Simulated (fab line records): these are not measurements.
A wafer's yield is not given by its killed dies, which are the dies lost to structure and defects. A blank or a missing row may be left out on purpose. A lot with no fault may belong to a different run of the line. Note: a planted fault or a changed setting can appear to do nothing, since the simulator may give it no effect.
Lot-split experiment :: flow sky130 :: 5 lots, 23 wafers read, on a route of 708 steps

== ON THE SPLIT ==
At SKY_LDD_P_COAT_02 (resist thk 1140 nm), the setting resist-thk-nm was moved away from the recipe's 1140 nm on 5 of the 23 wafers read, by +2.4% to +4.7%. All remaining wafers had this setting at the recipe value.

The split's own step is where the reading is taken.

== THE READING ==
NOVOLAK_of_LDD_P_COAT_02.thk-nm (the simulator's own value, which no gauge read), in nm, at SKY_LDD_P_COAT_02 (resist thk 1140 nm). The file does not state a usual value for it. Here, 18 wafers ran the recipe; their average is 1139 nm with a standard deviation of 4 nm.

wafer: L074.1
tool, chamber at the split: litho-track-02, 0
resist-thk-nm as run, nm: 1140
against the recipe: recipe
NOVOLAK_of_LDD_P_COAT_02.thk-nm, nm: 1137
against lot-mates on the recipe: -

wafer: L074.2
tool, chamber at the split: litho-track-02, 0
resist-thk-nm as run, nm: 1140
against the recipe: recipe
NOVOLAK_of_LDD_P_COAT_02.thk-nm, nm: 1134
against lot-mates on the recipe: -

wafer: L074.4
tool, chamber at the split: litho-track-02, 0
resist-thk-nm as run, nm: 1140
against the recipe: recipe
NOVOLAK_of_LDD_P_COAT_02.thk-nm, nm: 1134
against lot-mates on the recipe: -

wafer: L074.5
tool, chamber at the split: litho-track-02, 0
resist-thk-nm as run, nm: 1140
against the recipe: recipe
NOVOLAK_of_LDD_P_COAT_02.thk-nm, nm: 1135
against lot-mates on the recipe: -

wafer: L074.6
tool, chamber at the split: litho-track-02, 0
resist-thk-nm as run, nm: 1140
against the recipe: recipe
NOVOLAK_of_LDD_P_COAT_02.thk-nm, nm: 1133
against lot-mates on the recipe: -

wafer: L078.1
tool, chamber at the split: litho-track-02, 0
resist-thk-nm as run, nm: 1140
against the recipe: recipe
NOVOLAK_of_LDD_P_COAT_02.thk-nm, nm: 1143
against lot-mates on the recipe: -

wafer: L078.2
tool, chamber at the split: litho-track-02, 0
resist-thk-nm as run, nm: 1167
against the recipe: +2.4%
NOVOLAK_of_LDD_P_COAT_02.thk-nm, nm: 1170
against lot-mates on the recipe: +28

wafer: L078.3
tool, chamber at the split: litho-track-02, 0
resist-thk-nm as run, nm: 1140
against the recipe: recipe
NOVOLAK_of_LDD_P_COAT_02.thk-nm, nm: 1140
against lot-mates on the recipe: -

wafer: L078.5
tool, chamber at the split: litho-track-02, 0
resist-thk-nm as run, nm: 1167
against the recipe: +2.4%
NOVOLAK_of_LDD_P_COAT_02.thk-nm, nm: 1172
against lot-mates on the recipe: +30

wafer: L078.6
tool, chamber at the split: litho-track-02, 0
resist-thk-nm as run, nm: 1167
against the recipe: +2.4%
NOVOLAK_of_LDD_P_COAT_02.thk-nm, nm: 1169
against lot-mates on the recipe: +28

wafer: L079.1
tool, chamber at the split: litho-track-01, 0
resist-thk-nm as run, nm: 1140
against the recipe: recipe
NOVOLAK_of_LDD_P_COAT_02.thk-nm, nm: 1138
against lot-mates on the recipe: -

wafer: L079.4
tool, chamber at the split: litho-track-01, 0
resist-thk-nm as run, nm: 1140
against the recipe: recipe
NOVOLAK_of_LDD_P_COAT_02.thk-nm, nm: 1135
against lot-mates on the recipe: -

wafer: L079.5
tool, chamber at the split: litho-track-01, 0
resist-thk-nm as run, nm: 1140
against the recipe: recipe
NOVOLAK_of_LDD_P_COAT_02.thk-nm, nm: 1136
against lot-mates on the recipe: -

wafer: L080.1
tool, chamber at the split: litho-track-02, 0
resist-thk-nm as run, nm: 1140
against the recipe: recipe
NOVOLAK_of_LDD_P_COAT_02.thk-nm, nm: 1142
against lot-mates on the recipe: -

wafer: L080.2
tool, chamber at the split: litho-track-02, 0
resist-thk-nm as run, nm: 1140
against the recipe: recipe
NOVOLAK_of_LDD_P_COAT_02.thk-nm, nm: 1138
against lot-mates on the recipe: -

wafer: L080.6
tool, chamber at the split: litho-track-02, 0
resist-thk-nm as run, nm: 1140
against the recipe: recipe
NOVOLAK_of_LDD_P_COAT_02.thk-nm, nm: 1138
against lot-mates on the recipe: -

wafer: L080.4
tool, chamber at the split: litho-track-02, 0
resist-thk-nm as run, nm: 1140
against the recipe: recipe
NOVOLAK_of_LDD_P_COAT_02.thk-nm, nm: 1141
against lot-mates on the recipe: -

wafer: L080.5
tool, chamber at the split: litho-track-02, 0
resist-thk-nm as run, nm: 1140
against the recipe: recipe
NOVOLAK_of_LDD_P_COAT_02.thk-nm, nm: 1139
against lot-mates on the recipe: -

wafer: L082.2
tool, chamber at the split: litho-track-02, 0
resist-thk-nm as run, nm: 1140
against the recipe: recipe
NOVOLAK_of_LDD_P_COAT_02.thk-nm, nm: 1148
against lot-mates on the recipe: -

wafer: L082.3
tool, chamber at the split: litho-track-02, 0
resist-thk-nm as run, nm: 1194
against the recipe: +4.7%
NOVOLAK_of_LDD_P_COAT_02.thk-nm, nm: 1199
against lot-mates on the recipe: +54

wafer: L082.4
tool, chamber at the split: litho-track-02, 0
resist-thk-nm as run, nm: 1194
against the recipe: +4.7%
NOVOLAK_of_LDD_P_COAT_02.thk-nm, nm: 1200
against lot-mates on the recipe: +55

wafer: L082.5
tool, chamber at the split: litho-track-02, 0
resist-thk-nm as run, nm: 1140
against the recipe: recipe
NOVOLAK_of_LDD_P_COAT_02.thk-nm, nm: 1143
against lot-mates on the recipe: -

wafer: L082.6
tool, chamber at the split: litho-track-02, 0
resist-thk-nm as run, nm: 1140
against the recipe: recipe
NOVOLAK_of_LDD_P_COAT_02.thk-nm, nm: 1144
against lot-mates on the recipe: -

FIT RESULTS
A straight line over all 23 wafers: NOVOLAK_of_LDD_P_COAT_02.thk-nm changes by +12.9 nm for each +1% of resist-thk-nm; r = +0.98; the points scatter about the line by 3.7 nm.
The same after taking each lot's own level away (the mean of its wafers on the recipe; 23 wafers): +11.7 nm for each +1%; r = +1.00; scatter 1.6 nm.
That fit puts the effect of the largest move of resist-thk-nm on the reading at 55 nm.
Across the lots, their own levels run from 1134.6 to 1145.0 nm, a range of 2.6 times the standard deviation given above.
So the slope is not independent of the lot-to-lot level: the two fits are not the same.
Check: +56.1 nm against its lot-mates is what the line predicts for one of the wafers moved furthest among these (+4.7%) when that wafer is left out of the fit. Against them it came out at +54 nm.

== ADDITIONAL SPLITS CARRIED BY THESE WAFERS ==
Other splits were also applied to these wafers ahead of the reading. Each is held against what the fit with the lots' levels taken away leaves over:
other split on the same wafers: SKY_VT_ADJUST_PCH_STRIP_09 power-w
wafers away from the commonest value: 8
r with NOVOLAK_of_LDD_P_COAT_02.thk-nm (lot level and that fit taken away): +0.26

other split on the same wafers: SKY_SONOS_TUNNEL_SOFTBAKE_03 temp-c
wafers away from the commonest value: 5
r with NOVOLAK_of_LDD_P_COAT_02.thk-nm (lot level and that fit taken away): +0.13

other split on the same wafers: SKY_SONOS_ONO_OXIDATION_00 ox-time-s
wafers away from the commonest value: 15
r with NOVOLAK_of_LDD_P_COAT_02.thk-nm (lot level and that fit taken away): +0.03

other split on the same wafers: SKY_SONOS_ONO_COAT_08 resist-thk-nm
wafers away from the commonest value: 7
r with NOVOLAK_of_LDD_P_COAT_02.thk-nm (lot level and that fit taken away): +0.09

other split on the same wafers: SKY_SONOS_ONO_DEVELOP_12 dev-temp-c
wafers away from the commonest value: 5
r with NOVOLAK_of_LDD_P_COAT_02.thk-nm (lot level and that fit taken away): -0.07

other split on the same wafers: SKY_GATE_OXIDE_COAT_05 spin-rpm
wafers away from the commonest value: 7
r with NOVOLAK_of_LDD_P_COAT_02.thk-nm (lot level and that fit taken away): -0.19

other split on the same wafers: SKY_GATE_OXIDE_EXPOSE_07 dose-mj
wafers away from the commonest value: 11
r with NOVOLAK_of_LDD_P_COAT_02.thk-nm (lot level and that fit taken away): -0.24

other split on the same wafers: SKY_POLY_GATE_CVD_00 pressure-mtorr
wafers away from the commonest value: 18
r with NOVOLAK_of_LDD_P_COAT_02.thk-nm (lot level and that fit taken away): -0.19

other split on the same wafers: SKY_POLY_GATE_IMPLANT_02 dose-cm2
wafers away from the commonest value: 5
r with NOVOLAK_of_LDD_P_COAT_02.thk-nm (lot level and that fit taken away): -0.25

other split on the same wafers: SKY_POLY_GATE_COAT_08 spin-rpm
wafers away from the commonest value: 8
r with NOVOLAK_of_LDD_P_COAT_02.thk-nm (lot level and that fit taken away): -0.04

== THE WHOLE CHAIN: every reading that the file lists as answering this split, in the file's order ==
step: SKY_LDD_P_COAT_02
what it does: resist thk 1140 nm
reading: NOVOLAK_of_LDD_P_COAT_02.thk-nm (the simulator's own value, which no gauge read)
change (the file's fit): +11.7 nm for each +1% of the setting
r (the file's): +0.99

step: SKY_LDD_P_STRIP_10
what it does: strips in O2/N2
reading: strip-time-to-endpoint-s
change (the file's fit): withheld for each +1% of the setting
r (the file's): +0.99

== THE FILE'S OWN FIT ==
NOVOLAK_of_LDD_P_COAT_02.thk-nm changes by +11.7 nm for each +1% of resist-thk-nm, r = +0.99.
